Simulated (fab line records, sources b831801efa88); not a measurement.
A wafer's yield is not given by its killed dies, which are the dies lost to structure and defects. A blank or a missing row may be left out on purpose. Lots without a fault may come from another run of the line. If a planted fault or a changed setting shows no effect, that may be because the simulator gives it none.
A sampling plan put to the test :: flow sky130 :: each of the 43 faults these records tell of, on one fab line, judged from the records of the lots it struck
The plan consists of the line's own looks: route steps at which the wafer is read by a gauge or an inspection but not changed. A look can be judged if struck wafers have a number there and the file gives its usual mean and standard deviation on fault-free wafers. Caught: a look later than the fault's first step finds the struck wafers' mean 4 or more of those standard deviations (sigma) from the usual mean. On the tool: the identical test, applied to the tool's own readings at the steps of the fault. If the struck wafers alone have a blank record, or they carry another recipe, that too counts as caught.

== THE FAULTS, as the simulator had put them in ==
1. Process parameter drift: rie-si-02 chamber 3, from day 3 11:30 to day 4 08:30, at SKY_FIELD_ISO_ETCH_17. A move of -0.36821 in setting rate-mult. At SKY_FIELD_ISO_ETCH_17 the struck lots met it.
2. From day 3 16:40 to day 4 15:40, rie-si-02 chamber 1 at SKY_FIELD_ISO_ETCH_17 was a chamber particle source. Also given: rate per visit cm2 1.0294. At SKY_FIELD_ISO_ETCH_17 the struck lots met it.
3. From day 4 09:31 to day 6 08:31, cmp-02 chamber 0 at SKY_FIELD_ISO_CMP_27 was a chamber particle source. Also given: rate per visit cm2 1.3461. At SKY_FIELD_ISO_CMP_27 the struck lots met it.
4. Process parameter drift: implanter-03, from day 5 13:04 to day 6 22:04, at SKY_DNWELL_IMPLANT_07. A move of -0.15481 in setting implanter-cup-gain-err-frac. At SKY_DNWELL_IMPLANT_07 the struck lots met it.
5. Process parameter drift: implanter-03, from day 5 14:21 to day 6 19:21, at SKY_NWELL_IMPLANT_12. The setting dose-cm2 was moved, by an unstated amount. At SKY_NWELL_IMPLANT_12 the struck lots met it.
6. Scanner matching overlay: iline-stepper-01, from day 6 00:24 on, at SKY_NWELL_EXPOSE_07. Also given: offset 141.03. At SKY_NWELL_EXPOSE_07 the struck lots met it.
7. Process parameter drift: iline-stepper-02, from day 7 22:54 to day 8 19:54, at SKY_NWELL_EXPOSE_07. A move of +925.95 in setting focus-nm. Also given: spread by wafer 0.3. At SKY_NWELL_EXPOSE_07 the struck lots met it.
8. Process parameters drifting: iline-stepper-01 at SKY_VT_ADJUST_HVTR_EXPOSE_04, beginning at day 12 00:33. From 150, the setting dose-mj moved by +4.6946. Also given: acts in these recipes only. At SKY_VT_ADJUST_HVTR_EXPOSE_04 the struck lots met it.
9. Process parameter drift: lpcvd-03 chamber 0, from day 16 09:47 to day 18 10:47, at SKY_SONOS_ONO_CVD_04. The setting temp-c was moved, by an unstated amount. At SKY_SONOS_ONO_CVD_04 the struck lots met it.
10. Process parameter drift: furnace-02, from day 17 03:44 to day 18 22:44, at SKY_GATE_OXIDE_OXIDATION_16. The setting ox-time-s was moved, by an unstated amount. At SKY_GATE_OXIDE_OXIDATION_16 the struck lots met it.
11. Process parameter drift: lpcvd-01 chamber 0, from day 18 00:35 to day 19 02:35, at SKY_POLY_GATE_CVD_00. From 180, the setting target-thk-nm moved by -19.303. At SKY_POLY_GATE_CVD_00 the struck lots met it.
12. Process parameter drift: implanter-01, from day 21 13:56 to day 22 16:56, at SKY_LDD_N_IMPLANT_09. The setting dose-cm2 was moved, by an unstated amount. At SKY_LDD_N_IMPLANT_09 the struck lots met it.
13. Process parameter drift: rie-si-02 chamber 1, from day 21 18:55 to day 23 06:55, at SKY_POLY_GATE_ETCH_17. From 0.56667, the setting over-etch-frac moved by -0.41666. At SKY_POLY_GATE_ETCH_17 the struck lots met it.
14. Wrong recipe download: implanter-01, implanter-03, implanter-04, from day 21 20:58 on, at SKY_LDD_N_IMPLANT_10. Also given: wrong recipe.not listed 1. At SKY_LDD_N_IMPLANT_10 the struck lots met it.
15. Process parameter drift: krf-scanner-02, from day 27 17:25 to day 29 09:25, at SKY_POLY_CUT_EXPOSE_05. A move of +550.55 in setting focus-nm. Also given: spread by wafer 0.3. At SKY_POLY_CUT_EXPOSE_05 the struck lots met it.
16. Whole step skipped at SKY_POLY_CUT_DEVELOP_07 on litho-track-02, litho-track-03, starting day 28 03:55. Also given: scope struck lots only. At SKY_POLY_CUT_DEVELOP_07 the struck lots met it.
17. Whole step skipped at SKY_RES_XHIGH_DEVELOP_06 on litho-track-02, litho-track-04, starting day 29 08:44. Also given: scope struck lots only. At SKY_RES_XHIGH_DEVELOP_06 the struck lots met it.
18. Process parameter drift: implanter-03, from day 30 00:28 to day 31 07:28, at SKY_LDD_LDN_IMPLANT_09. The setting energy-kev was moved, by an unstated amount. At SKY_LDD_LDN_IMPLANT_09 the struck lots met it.
19. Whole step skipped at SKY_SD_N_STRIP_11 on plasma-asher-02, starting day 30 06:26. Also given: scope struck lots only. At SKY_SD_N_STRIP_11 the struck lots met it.
20. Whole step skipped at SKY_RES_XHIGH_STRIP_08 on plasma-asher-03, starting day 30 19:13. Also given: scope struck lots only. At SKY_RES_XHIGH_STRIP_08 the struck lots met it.
21. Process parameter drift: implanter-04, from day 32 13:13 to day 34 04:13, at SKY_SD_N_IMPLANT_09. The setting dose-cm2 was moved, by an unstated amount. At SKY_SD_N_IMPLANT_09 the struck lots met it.
22. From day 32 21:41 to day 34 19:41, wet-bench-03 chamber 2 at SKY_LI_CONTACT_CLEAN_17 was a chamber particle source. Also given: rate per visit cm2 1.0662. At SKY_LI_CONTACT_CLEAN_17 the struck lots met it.
23. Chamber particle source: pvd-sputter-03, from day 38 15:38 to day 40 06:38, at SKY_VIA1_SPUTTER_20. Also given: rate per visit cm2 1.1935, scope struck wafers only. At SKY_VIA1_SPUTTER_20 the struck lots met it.
24. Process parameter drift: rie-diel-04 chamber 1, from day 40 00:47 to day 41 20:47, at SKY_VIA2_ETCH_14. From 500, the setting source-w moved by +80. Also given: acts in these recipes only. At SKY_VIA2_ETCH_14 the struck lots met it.
25. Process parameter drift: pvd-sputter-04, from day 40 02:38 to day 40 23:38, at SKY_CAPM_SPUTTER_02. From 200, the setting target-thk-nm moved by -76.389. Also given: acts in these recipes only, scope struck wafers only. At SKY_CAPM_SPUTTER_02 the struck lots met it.
26. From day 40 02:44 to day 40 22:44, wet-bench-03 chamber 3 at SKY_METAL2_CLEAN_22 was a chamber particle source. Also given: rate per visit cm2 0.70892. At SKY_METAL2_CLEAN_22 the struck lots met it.
27. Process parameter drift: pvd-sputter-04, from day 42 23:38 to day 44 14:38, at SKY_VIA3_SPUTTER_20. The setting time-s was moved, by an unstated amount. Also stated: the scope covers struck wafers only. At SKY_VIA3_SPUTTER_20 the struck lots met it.
28. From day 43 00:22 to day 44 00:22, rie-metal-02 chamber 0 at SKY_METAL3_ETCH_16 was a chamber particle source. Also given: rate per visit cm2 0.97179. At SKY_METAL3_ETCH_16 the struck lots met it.
29. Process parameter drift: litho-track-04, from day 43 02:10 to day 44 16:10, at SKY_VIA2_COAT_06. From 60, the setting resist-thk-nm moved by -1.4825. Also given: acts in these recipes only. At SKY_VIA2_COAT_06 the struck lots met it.
30. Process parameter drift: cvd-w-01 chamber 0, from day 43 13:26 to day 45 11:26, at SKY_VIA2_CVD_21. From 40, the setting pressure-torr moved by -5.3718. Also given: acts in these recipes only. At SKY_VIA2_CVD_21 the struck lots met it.
31. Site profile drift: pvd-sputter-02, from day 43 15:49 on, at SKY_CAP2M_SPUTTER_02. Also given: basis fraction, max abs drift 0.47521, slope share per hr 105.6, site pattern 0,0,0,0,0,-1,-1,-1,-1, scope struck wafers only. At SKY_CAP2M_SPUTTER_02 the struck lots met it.
32. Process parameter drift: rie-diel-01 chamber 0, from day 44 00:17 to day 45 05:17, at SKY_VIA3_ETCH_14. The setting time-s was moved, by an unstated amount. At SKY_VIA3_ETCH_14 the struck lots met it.
33. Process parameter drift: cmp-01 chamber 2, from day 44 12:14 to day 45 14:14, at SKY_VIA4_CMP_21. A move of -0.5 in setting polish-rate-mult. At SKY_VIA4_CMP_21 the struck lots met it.
34. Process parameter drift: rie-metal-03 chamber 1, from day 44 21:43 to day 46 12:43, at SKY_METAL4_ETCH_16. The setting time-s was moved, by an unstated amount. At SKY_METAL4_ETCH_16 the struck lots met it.
35. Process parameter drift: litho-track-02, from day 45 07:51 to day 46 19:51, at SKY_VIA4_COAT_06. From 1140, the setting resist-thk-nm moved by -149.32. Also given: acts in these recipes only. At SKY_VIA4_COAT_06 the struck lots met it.
36. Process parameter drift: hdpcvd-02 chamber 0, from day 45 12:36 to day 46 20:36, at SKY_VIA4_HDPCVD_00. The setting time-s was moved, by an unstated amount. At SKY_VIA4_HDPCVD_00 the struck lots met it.
37. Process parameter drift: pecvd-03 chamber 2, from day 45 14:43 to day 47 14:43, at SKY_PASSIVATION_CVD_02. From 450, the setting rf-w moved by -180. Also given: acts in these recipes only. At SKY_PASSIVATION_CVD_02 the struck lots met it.
38. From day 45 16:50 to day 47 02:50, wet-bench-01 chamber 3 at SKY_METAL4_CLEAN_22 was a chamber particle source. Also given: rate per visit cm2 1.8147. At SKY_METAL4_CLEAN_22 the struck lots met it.
39. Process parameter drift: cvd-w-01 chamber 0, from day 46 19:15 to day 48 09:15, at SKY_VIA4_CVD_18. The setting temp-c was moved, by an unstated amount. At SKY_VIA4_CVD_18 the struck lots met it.
40. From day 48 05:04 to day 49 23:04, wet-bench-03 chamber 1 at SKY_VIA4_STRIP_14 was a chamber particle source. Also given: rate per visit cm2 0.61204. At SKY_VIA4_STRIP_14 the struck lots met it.
41. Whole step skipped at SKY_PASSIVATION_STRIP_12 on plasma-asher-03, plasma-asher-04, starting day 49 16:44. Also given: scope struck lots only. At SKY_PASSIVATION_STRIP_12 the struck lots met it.
42. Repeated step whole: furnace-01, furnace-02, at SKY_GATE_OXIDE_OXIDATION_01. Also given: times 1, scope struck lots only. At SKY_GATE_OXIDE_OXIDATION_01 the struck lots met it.
43. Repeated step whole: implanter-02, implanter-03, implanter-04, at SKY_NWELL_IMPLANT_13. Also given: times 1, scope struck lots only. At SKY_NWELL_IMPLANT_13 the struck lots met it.

== WHAT THE PLAN SAW ==
fault: 1
on the tool itself: oes-product-au -25 sigma
first look that catches it: none of the 2 looks that can be judged after it
reading, sigma: -
median hours from its first step to that look: -
hours from the fault's start to the first struck lot there: -
judged looks passed uncaught: 2

fault: 2
on the tool itself: under 2 sigma
first look that catches it: no look after it can be judged
reading, sigma: -
median hours from its first step to that look: -
hours from the fault's start to the first struck lot there: -
judged looks passed uncaught: 0

fault: 3
on the tool itself: under 2 sigma
first look that catches it: none of the 4 looks that can be judged after it
reading, sigma: -
median hours from its first step to that look: -
hours from the fault's start to the first struck lot there: -
judged looks passed uncaught: 4

fault: 4
on the tool itself: no reading that can be judged
first look that catches it: none of the 2 looks that can be judged after it
reading, sigma: strongest: DNWELL_TW at SKY_DNWELL_TW_MEAS_09, +3.3
median hours from its first step to that look: -
hours from the fault's start to the first struck lot there: -
judged looks passed uncaught: 2

fault: 5
on the tool itself: dose-ions-cm2 +95 sigma
first look that catches it: none of the 3 looks that can be judged after it
reading, sigma: strongest: NWELL_RS at SKY_NWELL_RS_MEAS_29, -3.1
median hours from its first step to that look: -
hours from the fault's start to the first struck lot there: -
judged looks passed uncaught: 3

fault: 6
on the tool itself: under 2 sigma
first look that catches it: SKY_NWELL_OVL_MEAS_10
reading, sigma: NWELL_00_OVL +99 or beyond
median hours from its first step to that look: 9.5
hours from the fault's start to the first struck lot there: 12
judged looks passed uncaught: 0

fault: 7
on the tool itself: under 2 sigma
first look that catches it: none of the 6 looks that can be judged after it
reading, sigma: -
median hours from its first step to that look: -
hours from the fault's start to the first struck lot there: -
judged looks passed uncaught: 6

fault: 8
on the tool itself: exposure-dose-mJ-cm2 +27 sigma
first look that catches it: not the one look that can be judged after it
reading, sigma: strongest: cd-nm at SKY_VT_ADJUST_HVTR_CD_MEAS_07, +3.5
median hours from its first step to that look: -
hours from the fault's start to the first struck lot there: -
judged looks passed uncaught: 1

fault: 9
on the tool itself: spike-tc-bottom-C -6.6 sigma
first look that catches it: SKY_SONOS_ONO_THK_MEAS_05
reading, sigma: SONOS_ONO_CVD_04_THK -6.0
median hours from its first step to that look: 1.3
hours from the fault's start to the first struck lot there: 13
judged looks passed uncaught: 0

fault: 10
on the tool itself: under 2 sigma
first look that catches it: no look after it can be judged
reading, sigma: -
median hours from its first step to that look: -
hours from the fault's start to the first struck lot there: -
judged looks passed uncaught: 0

fault: 11
on the tool itself: under 2 sigma
first look that catches it: SKY_POLY_GATE_THK_MEAS_01
reading, sigma: POLY_GATE_CVD_00_THK -14
median hours from its first step to that look: 1.2
hours from the fault's start to the first struck lot there: 7
judged looks passed uncaught: 0

fault: 12
on the tool itself: dose-ions-cm2 -99 or beyond sigma
first look that catches it: no look after it can be judged
reading, sigma: -
median hours from its first step to that look: -
hours from the fault's start to the first struck lot there: -
judged looks passed uncaught: 0

fault: 13
on the tool itself: under 2 sigma
first look that catches it: no look after it can be judged
reading, sigma: -
median hours from its first step to that look: -
hours from the fault's start to the first struck lot there: -
judged looks passed uncaught: 0

fault: 14
on the tool itself: no reading that can be judged
first look that catches it: none of the 2 looks that can be judged after it
reading, sigma: -
median hours from its first step to that look: -
hours from the fault's start to the first struck lot there: -
judged looks passed uncaught: 2

fault: 15
on the tool itself: under 2 sigma
first look that catches it: not the one look that can be judged after it
reading, sigma: -
median hours from its first step to that look: -
hours from the fault's start to the first struck lot there: -
judged looks passed uncaught: 1

fault: 16
on the tool itself: no reading that can be judged
first look that catches it: no look after it can be judged
reading, sigma: -
median hours from its first step to that look: -
hours from the fault's start to the first struck lot there: -
judged looks passed uncaught: 0

fault: 17
on the tool itself: the tool's record is blank for the struck wafers
first look that catches it: SKY_RES_XHIGH_TW_MEAS_09
reading, sigma: RES_XHIGH_TW -54
median hours from its first step to that look: 0.4
hours from the fault's start to the first struck lot there: 1
judged looks passed uncaught: 0

fault: 18
on the tool itself: beam-energy-keV +99 or beyond sigma
first look that catches it: no look after it can be judged
reading, sigma: -
median hours from its first step to that look: -
hours from the fault's start to the first struck lot there: -
judged looks passed uncaught: 0

fault: 19
on the tool itself: the tool's record is blank for the struck wafers
first look that catches it: not the one look that can be judged after it
reading, sigma: -
median hours from its first step to that look: -
hours from the fault's start to the first struck lot there: -
judged looks passed uncaught: 1

fault: 20
on the tool itself: the tool's record is blank for the struck wafers
first look that catches it: SKY_SD_N_TW_MEAS_12
reading, sigma: SD_N_TW -58
median hours from its first step to that look: 27.8
hours from the fault's start to the first struck lot there: 32
judged looks passed uncaught: 0

fault: 21
on the tool itself: dose-ions-cm2 -61 sigma
first look that catches it: SKY_SD_N_RS_MEAS_16
reading, sigma: SD_N_RS +4.4
median hours from its first step to that look: 0.7
hours from the fault's start to the first struck lot there: 11
judged looks passed uncaught: 0

fault: 22
on the tool itself: no reading that can be judged
first look that catches it: no look after it can be judged
reading, sigma: -
median hours from its first step to that look: -
hours from the fault's start to the first struck lot there: -
judged looks passed uncaught: 0

fault: 23
on the tool itself: under 2 sigma
first look that catches it: none of the 2 looks that can be judged after it
reading, sigma: -
median hours from its first step to that look: -
hours from the fault's start to the first struck lot there: -
judged looks passed uncaught: 2

fault: 24
on the tool itself: rf-fwd-power-W +32 sigma
first look that catches it: no look after it can be judged
reading, sigma: -
median hours from its first step to that look: -
hours from the fault's start to the first struck lot there: -
judged looks passed uncaught: 0

fault: 25
on the tool itself: under 2 sigma
first look that catches it: SKY_CAPM_RS_MEAS_03
reading, sigma: CAPM_TIN_RS +50
median hours from its first step to that look: 0.1
hours from the fault's start to the first struck lot there: 5
judged looks passed uncaught: 0

fault: 26
on the tool itself: no reading that can be judged
first look that catches it: none of the 2 looks that can be judged after it
reading, sigma: -
median hours from its first step to that look: -
hours from the fault's start to the first struck lot there: -
judged looks passed uncaught: 2

fault: 27
on the tool itself: under 2 sigma
first look that catches it: no look after it can be judged
reading, sigma: -
median hours from its first step to that look: -
hours from the fault's start to the first struck lot there: -
judged looks passed uncaught: 0

fault: 28
on the tool itself: under 2 sigma
first look that catches it: none of the 2 looks that can be judged after it
reading, sigma: -
median hours from its first step to that look: -
hours from the fault's start to the first struck lot there: -
judged looks passed uncaught: 2

fault: 29
on the tool itself: no reading that can be judged
first look that catches it: no look after it can be judged
reading, sigma: -
median hours from its first step to that look: -
hours from the fault's start to the first struck lot there: -
judged looks passed uncaught: 0

fault: 30
on the tool itself: chamber-pressure-Torr -59 sigma
first look that catches it: SKY_VIA2_RS_MEAS_22
reading, sigma: VIA2_W_RS +8.6
median hours from its first step to that look: 0.2
hours from the fault's start to the first struck lot there: 1
judged looks passed uncaught: 0

fault: 31
on the tool itself: under 2 sigma
first look that catches it: SKY_CAP2M_RS_MEAS_03
reading, sigma: CAP2M_TIN_RS +39
median hours from its first step to that look: 0.1
hours from the fault's start to the first struck lot there: 6
judged looks passed uncaught: 0

fault: 32
on the tool itself: oes-product-au +23 sigma
first look that catches it: no look after it can be judged
reading, sigma: -
median hours from its first step to that look: -
hours from the fault's start to the first struck lot there: -
judged looks passed uncaught: 0

fault: 33
on the tool itself: overpolish-run-s -99 or beyond sigma
first look that catches it: no look after it can be judged
reading, sigma: -
median hours from its first step to that look: -
hours from the fault's start to the first struck lot there: -
judged looks passed uncaught: 0

fault: 34
on the tool itself: oes-product-au +81 sigma
first look that catches it: no look after it can be judged
reading, sigma: -
median hours from its first step to that look: -
hours from the fault's start to the first struck lot there: -
judged looks passed uncaught: 0

fault: 35
on the tool itself: under 2 sigma
first look that catches it: no look after it can be judged
reading, sigma: -
median hours from its first step to that look: -
hours from the fault's start to the first struck lot there: -
judged looks passed uncaught: 0

fault: 36
on the tool itself: run-length-s +99 or beyond sigma
first look that catches it: SKY_VIA4_THK_MEAS_01
reading, sigma: VIA4_HDPCVD_THK +22
median hours from its first step to that look: 0.2
hours from the fault's start to the first struck lot there: 4
judged looks passed uncaught: 0

fault: 37
on the tool itself: rf-fwd-power-W -99 or beyond sigma
first look that catches it: SKY_PASSIVATION_THK_MEAS_03
reading, sigma: PASSIVATION_CVD_02_THK -11
median hours from its first step to that look: 0.2
hours from the fault's start to the first struck lot there: 5
judged looks passed uncaught: 0

fault: 38
on the tool itself: no reading that can be judged
first look that catches it: not the one look that can be judged after it
reading, sigma: -
median hours from its first step to that look: -
hours from the fault's start to the first struck lot there: -
judged looks passed uncaught: 1

fault: 39
on the tool itself: susceptor-temp-C -22 sigma
first look that catches it: SKY_VIA4_RS_MEAS_19
reading, sigma: VIA4_W_RS +7.7
median hours from its first step to that look: 0.2
hours from the fault's start to the first struck lot there: 5
judged looks passed uncaught: 0

fault: 40
on the tool itself: no reading that can be judged
first look that catches it: no look after it can be judged
reading, sigma: -
median hours from its first step to that look: -
hours from the fault's start to the first struck lot there: -
judged looks passed uncaught: 0

fault: 41
on the tool itself: the tool's record is blank for the struck wafers
first look that catches it: no look after it can be judged
reading, sigma: -
median hours from its first step to that look: -
hours from the fault's start to the first struck lot there: -
judged looks passed uncaught: 0

fault: 42
on the tool itself: under 2 sigma
first look that catches it: SKY_GATE_OXIDE_THK_MEAS_02
reading, sigma: GATE_OXIDE_OXIDATION_00_THK +39
median hours from its first step to that look: 3.0
hours from the fault's start to the first struck lot there: -
judged looks passed uncaught: 0

fault: 43
on the tool itself: under 2 sigma
first look that catches it: SKY_NWELL_RS_MEAS_29
reading, sigma: NWELL_RS -12
median hours from its first step to that look: 19.4
hours from the fault's start to the first struck lot there: -
judged looks passed uncaught: 0
A dash: the fault is not caught, or the number is missing from these records.

Caught at a look: 14 of 43. Caught on the tool: 19 of 43. By one or the other: 25 of 43.
Faults 1, 5, 8, 12, 18, 19, 24, 32, 33, 34, 41 were caught on the tool alone.
Caught at a look alone: faults 6, 11, 25, 31, 42, 43.
Caught by neither: faults 2, 3, 4, 7, 10, 13, 14, 15, 16, 22, 23, 26, 27, 28, 29, 35, 38, 40.

== THINNER SAMPLING ==
In the worst case, this is how late the first struck lot would be measured if the look that catches a fault measured only every second or every third lot, by lot number:
fault: 6
struck lots at that look, in order of time: L905, L908, L909
every lot: 12 h
every second lot: 26 h
every third lot: may miss all 3

fault: 9
struck lots at that look, in order of time: L979, L980
every lot: 13 h
every second lot: 21 h
every third lot: may miss all 2

fault: 11
struck lots at that look, in order of time: L737, L738
every lot: 7 h
every second lot: 23 h
every third lot: may miss all 2

fault: 17
struck lots at that look, in order of time: L328, L329
every lot: 1 h
every second lot: 18 h
every third lot: may miss all 2

fault: 20
struck lots at that look, in order of time: L341, L342
every lot: 32 h
every second lot: 44 h
every third lot: may miss all 2

fault: 21
struck lots at that look, in order of time: L462, L464
every lot: 11 h
every second lot: may miss all 2
every third lot: may miss all 2

fault: 25
struck lots at that look, in order of time: L375, L376
every lot: 5 h
every second lot: 15 h
every third lot: may miss all 2

fault: 30
struck lots at that look, in order of time: L778, L780
every lot: 1 h
every second lot: may miss all 2
every third lot: may miss all 2

fault: 31
struck lots at that look, in order of time: L274
every lot: 6 h
every second lot: may miss it
every third lot: may miss it

fault: 36
struck lots at that look, in order of time: L543, L545, L546
every lot: 4 h
every second lot: 17 h
every third lot: may miss all 3

fault: 37
struck lots at that look, in order of time: L972
every lot: 5 h
every second lot: may miss it
every third lot: may miss it

fault: 39
struck lots at that look, in order of time: L948
every lot: 5 h
every second lot: may miss it
every third lot: may miss it
Hours: fault start to first struck lot measured. Since the struck wafers were tested as one group against 4 sigma, a single lot by itself may lie under the limit. Other struck lots may not be in these records.

== THE LONGEST TIMED WAY FROM STEP TO LOOK ==
In fault 20, a median of 27.8 hours elapses between SKY_RES_XHIGH_STRIP_08 and SKY_SD_N_TW_MEAS_12. No look between them can be judged.
